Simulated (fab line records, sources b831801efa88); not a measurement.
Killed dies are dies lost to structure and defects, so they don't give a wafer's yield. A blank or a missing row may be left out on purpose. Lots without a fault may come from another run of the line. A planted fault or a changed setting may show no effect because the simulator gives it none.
A struck lot beside a sound one | flow sky130 | 32 steps out of a route of 708
Sound: wafers L425.2, L425.4, L425.6. Struck: wafer L439.1. (L439.5, L439.6 of the same lot were not struck and are left out.) The cause comes at the end.
At each step with rows: each side's tool, then ch and its chambers, then its first start. Under that, the readings that differ: sound wafers | struck wafers | difference of the means | sigmas: that difference in standard deviations of wafers without a fault.
alike: readings whose means differ by less than 2 such deviations, and words and numbers that are the same on both sides. not compared: withheld readings, readings that some wafer has no value for, bounds like >300 that may hide the same value, and numbers for which the record gives no deviation and whose values overlap.
The two part at a step that has a row with sigmas, a row that says differs or no value, or rows on one side only. Numbers that don't overlap but have no deviation are shown without sigmas and don't part them. A reading that every wafer of one side lacks parts them only if that side has two wafers or more.

first, 5 steps without rows for these wafers: SKY_CONTACT_STRIP_20 (strips in post etch residue remover, time 1200 s); SKY_CONTACT_CLEAN_21 (cleans in IPA, time 180 s); SKY_CONTACT_CLEAN_22 (cleans in O3/DIW); SKY_CONTACT_SPUTTER_23 (material TiN, target thk 20 nm, time 80 s); SKY_CONTACT_CVD_24 (deposits W, target thk 340 nm, time 102.12 s).
SKY_CONTACT_RS_MEAS_25: measures by four-point-probe.
  sound on film_metro-03, day 33 17:09; struck on film_metro-04, day 37 10:57
  alike: CONTACT_W_RS
SKY_CONTACT_THK_MEAS_26: measures by xrf.
  sound on film_metro-03, day 33 17:16; struck on film_metro-04, day 37 11:04
  reading            | sound       | struck | difference | sigmas
  CONTACT_W_THK (nm) | 347 346 346 | 334    | -12        | -2
SKY_CONTACT_CMP_27: polishes, stops on SiO2, t overpolish 15 s, target thk 0 nm.
  sound on cmp-01 ch 0,1,2, day 33 17:25; struck on cmp-01 ch 1, day 37 11:22
  reading                | sound    | struck | difference | sigmas
  time_to_endpoint_s (s) | 79 89 86 | 78     | -7         | -2
  alike: motor_current_A, overpolish_run_s
SKY_METAL1_SPUTTER_00: material Ti, target thk 15 nm, time 10 s.
  sound on pvd_sputter-02, day 33 17:37; struck on pvd_sputter-02, day 37 11:37
  alike: throttle_valve_pct
then, 3 steps without rows for these wafers: SKY_METAL1_SPUTTER_01 (material TiN, target thk 20 nm, time 16.7 s); SKY_METAL1_SPUTTER_02 (material AlCu, target thk 250 nm, time 13.3 s); SKY_METAL1_SPUTTER_03 (material Ti, target thk 5 nm, time 3.3 s).
SKY_METAL1_SPUTTER_04: material TiN, target thk 70 nm, time 58.3 s.
  sound on pvd_sputter-02, day 33 17:42; struck on pvd_sputter-02, day 37 11:42
  reading                                    | sound             | struck | difference | sigmas
  model.TiN_of_METAL1_SPUTTER_04.thk_nm (nm) | 69.02 69.32 69.32 | 118.3  | +49.1      |
  alike: throttle_valve_pct
SKY_METAL1_RS_MEAS_05: measures by four-point-probe.
  sound on film_metro-02, day 33 17:46; struck on film_metro-03, day 37 11:45
  alike: METAL1_ALCU_RS
SKY_METAL1_THK_MEAS_06: measures by xrf.
  sound on film_metro-02, day 33 17:53; struck on film_metro-03, day 37 11:52
  reading              | sound       | struck | difference | sigmas
  METAL1_ALCU_THK (nm) | 249 247 249 | 230    | -18        | -5
then, 8 steps without rows for these wafers: SKY_METAL1_DEHYDRATE_07 (time 60 s); SKY_METAL1_HMDS_08 (prime time 60 s); SKY_METAL1_COAT_09 (resist thk 60 nm); SKY_METAL1_COAT_10 (resist thk 450 nm); SKY_METAL1_SOFTBAKE_11 (time 90 s); SKY_METAL1_EXPOSE_12 (exposes mask MM1, target cd 140 nm); SKY_METAL1_PEB_13; SKY_METAL1_DEVELOP_14 (develop time 60 s).
SKY_METAL1_CD_MEAS_15: target cd 140 nm.
  sound on cd_sem-01, day 34 20:55; struck on cd_sem-02, day 38 14:28
  alike: cd_nm
SKY_METAL1_OVL_MEAS_16:
  sound on overlay-01, day 34 21:01; struck on overlay-02, day 38 14:35
  alike: METAL1_OVL
SKY_METAL1_DESCUM_17: chemistry O2, time 8 s.
  sound on rie_metal-01 ch 0, day 34 21:04; struck on rie_metal-04 ch 1, day 38 14:37
  reading                | sound | struck | difference                   | sigmas
  rf_hours_counter_h (h) | - - - | 8      | no value on the sound wafers |
  alike: drypump_motor_current_A, oes_product_au
SKY_METAL1_ETCH_18: etches BARC in N2/H2, stops on SiO2, time 45.9 s, target depth 60 nm.
  sound on rie_metal-01 ch 0, day 34 21:08; struck on rie_metal-04 ch 1, day 38 14:39
  reading                | sound                | struck | difference                   | sigmas
  rf_hours_counter_h (h) | - - -                | 8      | no value on the sound wafers |
  throttle_valve_pct (%) | 13.224 13.236 13.229 | 13.203 | -0.027                       | -3
  alike: drypump_motor_current_A, n2_flow_sccm, oes_product_au
SKY_METAL1_METAL_ETCH_19: etches the open film in Cl2/BCl3, stops on SiO2, target depth 360 nm, time 78 s.
  sound on rie_metal-01 ch 0, day 34 21:16; struck on rie_metal-04 ch 1, day 38 14:43
  reading                | sound             | struck | difference                   | sigmas
  bcl3_flow_sccm (sccm)  | 29.95 30.04 30.09 | 29.86  | -0.17                        | -2
  oes_product_au (a.u.)  | 0.851 0.845 0.841 | 0.866  | +0.020                       | +3
  rf_hours_counter_h (h) | - - -             | 8      | no value on the sound wafers |
  alike: drypump_motor_current_A, throttle_valve_pct
then, 1 step without rows for these wafers: SKY_METAL1_STRIP_20 (strips in O2/N2).
SKY_METAL1_STRIP_21: strips in post etch residue remover, time 1200 s.
  sound on wet_bench-04 ch 1, day 34 21:31; struck on wet_bench-01 ch 3, day 38 14:55
  reading                                    | sound             | struck | difference | sigmas
  model.TiN_of_METAL1_SPUTTER_04.thk_nm (nm) | 68.61 68.91 68.91 | 117.9  | +49.1      |
  alike: bath_heat_duty_pct
then, 1 step without rows for these wafers: SKY_METAL1_CLEAN_22 (cleans in IPA, time 180 s).
-- the record jumps here: 12 days lie between the struck wafers' starts before and after (it left off in module METAL1 and takes up again in module PAD_OPEN, whose first step shown is number 708 of the route) --
SKY_PAD_OPEN_PROBE_99:
  sound on prober-02, day 47 19:51; struck on prober-02, day 50 10:34
  reading                       | sound            | struck | difference | sigmas
  model.etest.via1_chain.rc_ohm | 16.1 16.24 16.68 | 17.25  | +0.91      |
  alike: defect_limited_yield, killed_at_M0_to_M3, killed_at_M4_up, killed_at_contacts, killed_at_front_end, killed_at_other, killed_dies, killed_open, killed_short, sort_bin_3_pad_short, sort_bin_5_function, sort_bin_6_memory, sort_n_pass, sort_yield_pct

WHERE THEY PART
First at SKY_CONTACT_THK_MEAS_26; last, within this record, at SKY_METAL1_METAL_ETCH_19. Later steps at which nothing parts them and some readings are alike: SKY_METAL1_STRIP_21, SKY_PAD_OPEN_PROBE_99.

WHY: what the simulator had put in
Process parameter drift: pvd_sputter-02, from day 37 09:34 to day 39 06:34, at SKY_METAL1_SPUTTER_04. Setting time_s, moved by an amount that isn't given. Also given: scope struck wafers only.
